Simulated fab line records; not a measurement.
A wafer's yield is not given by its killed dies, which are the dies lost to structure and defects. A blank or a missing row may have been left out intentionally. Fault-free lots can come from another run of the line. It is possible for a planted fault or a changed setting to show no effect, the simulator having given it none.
A struck lot beside a sound one ; flow gf180mcu ; 13 steps out of a route of 602
Sound: these wafers, L283.1, L283.3, L283.4. The struck wafers were L286.1, L286.4, L286.5. The cause comes at the end.
At each step with rows: each side's tool, then ch and its chambers, then its first start. Under that, the readings that differ: sound wafers ; struck wafers ; difference of the means ; sigmas: that difference in standard deviations of wafers without a fault.
alike: same words and numbers on both sides, and readings whose means sit less than 2 such deviations apart. not compared: any withheld reading, any reading some wafer has no value for, any bound like >300 that may hide the same value, and any number with overlapping values for which the record gives no deviation.
Wherever a step has rows on one side only, a row that says differs or no value, or a row with sigmas, the two part there. Numbers that don't overlap but have no deviation are shown without sigmas and don't part them. Lack of a reading on every wafer of one side parts them only where that side has two or more wafers.

GF_SAB_OVL_MEAS_10:
  sound on overlay-02, day 17 05:21; struck on overlay-02, day 18 08:04
  alike: SAB_OVL
GF_SAB_ETCH_11: etches SiO2 in C4F8/O2/Ar, target depth 55 nm, time 8.5 s.
  sound on rie_diel-04 ch 0,2,3, day 17 05:23; struck on rie_diel-01 ch 1,2, day 18 08:07
  alike: oes_product_au
  not compared: rf_hours_counter_h
then, 1 step without rows for these wafers: GF_SAB_WET_ETCH_12 (etches SiO2 in dHF, target depth 22 nm, time 440 s).
GF_SAB_STRIP_13: strips in O2/N2.
  sound on plasma_asher-01 ch 0,1, day 17 05:32; struck on plasma_asher-04 ch 0,1, day 18 08:16
  alike: drypump_motor_current_A, heater_power_w, oes_product_au, strip_time_to_endpoint_s
  not compared: rf_hours_counter_h
then, 2 steps without rows for these wafers: GF_SALICIDE_CLEAN_00 (cleans in SC1/SC2, time 150 s); GF_SALICIDE_WET_ETCH_01 (etches SiO2 in dHF, target depth 5 nm, time 100 s).
GF_SALICIDE_SPUTTER_02: material Co, target thk 10 nm, time 20 s.
  sound on pvd_sputter-04, day 17 05:44; struck on pvd_sputter-02, day 18 08:31
  alike: throttle_valve_pct
GF_SALICIDE_SPUTTER_03: material TiN, target thk 20 nm, time 16.7 s.
  sound on pvd_sputter-04, day 17 05:45; struck on pvd_sputter-02, day 18 08:32
  alike: throttle_valve_pct
GF_SALICIDE_RS_MEAS_04: measurement is done with a four-point probe.
  sound on film_metro-02, day 17 05:47; struck on film_metro-02, day 18 08:34
  alike: SALICIDE_TIN_RS
GF_SALICIDE_THK_MEAS_05: measures by xrf.
  sound on film_metro-02, day 17 05:54; struck on film_metro-02, day 18 08:41
  alike: SALICIDE_TIN_THK
GF_SALICIDE_RTA_06: time 30 s.
  sound on rtp_anneal-01 ch 0, day 17 05:58; struck on rtp_anneal-02 ch 0, day 18 08:45
reading;sound;struck;difference;sigmas
lamp_power_pct (%);4.90 4.91 4.91;5.48 5.49 5.49;+0.58;+2
  alike: anneal_temp_c_max, chamber_o2_ppm, wafer_temp_C_max
then, 1 step without rows for these wafers: GF_SALICIDE_WET_ETCH_07 (etches the open film in SPM, target depth 120 nm).
GF_SALICIDE_RTA_08: time 30 s.
  sound on rtp_anneal-02 ch 0, day 17 06:09; struck on rtp_anneal-01, day 18 08:56
  no value came back on the struck wafers for any of 5 readings (anneal_temp_c_max, chamber_o2_ppm and others); on the sound wafers anneal_temp_c_max reads 803.3 802.9 802.9

WHERE THEY PART
First at GF_SALICIDE_RTA_06; last, within this record, at GF_SALICIDE_RTA_08.

WHY: whatever the simulator had introduced
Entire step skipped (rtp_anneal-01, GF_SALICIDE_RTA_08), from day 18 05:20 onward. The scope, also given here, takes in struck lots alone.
